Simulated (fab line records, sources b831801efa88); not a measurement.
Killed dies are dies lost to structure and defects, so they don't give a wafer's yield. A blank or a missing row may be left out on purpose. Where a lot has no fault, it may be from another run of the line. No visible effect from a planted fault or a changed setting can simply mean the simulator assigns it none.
What tool caused it? + flow sky130 + 18 wafers sampled from 6 lots at 1 step of a route of 708

== WHAT THE GAUGES READ, wafer by wafer ==
SKY_VIA1_THK_MEAS_23: measures by xrf.
| lot  | measured     | on            | VIA1_W_THK (nm) |
|------|--------------|---------------|-----------------|
| L514 | day 35 07:22 | film metro-01 | 269 270 273     |
| L517 | day 36 06:28 | film metro-04 | 270 275 271     |
| L518 | day 36 23:00 | film metro-02 | 271 269 269     |
| L521 | day 37 21:22 | film metro-04 | 270 270 268     |
| L526 | day 39 02:03 | film metro-01 | 275 274 275     |
| L532 | day 40 21:04 | film metro-01 | 274 277 274     |

== WHAT TOOL EACH LOT RAN ON (gives the tool, then ch and the chambers of the sampled wafers, and finally the start) ==
Record: no process step prior to these readings.

== THE ANSWER, worked out from the rows above alone ==
Rule: the usual values come from the lots themselves. The widest of any qualifying gaps counts: lots, ordered by their means at a reading, are off when they make up no more than a third of the lots, leave a main group of 4 or more, and stand apart from it by 3 or more times the standard deviation of that group's means. A main group whose means are all the same, to the digits that the tables above print for the reading, isn't used. Also off: a lot with no number at a reading for which 4 or more lots have one. Where the step has rows for the other lots, those lots are counted as sound.
No lot is off on any of the readings shown, so nothing can be concluded from this.

== WHAT THE SIMULATOR HAD INSERTED ==
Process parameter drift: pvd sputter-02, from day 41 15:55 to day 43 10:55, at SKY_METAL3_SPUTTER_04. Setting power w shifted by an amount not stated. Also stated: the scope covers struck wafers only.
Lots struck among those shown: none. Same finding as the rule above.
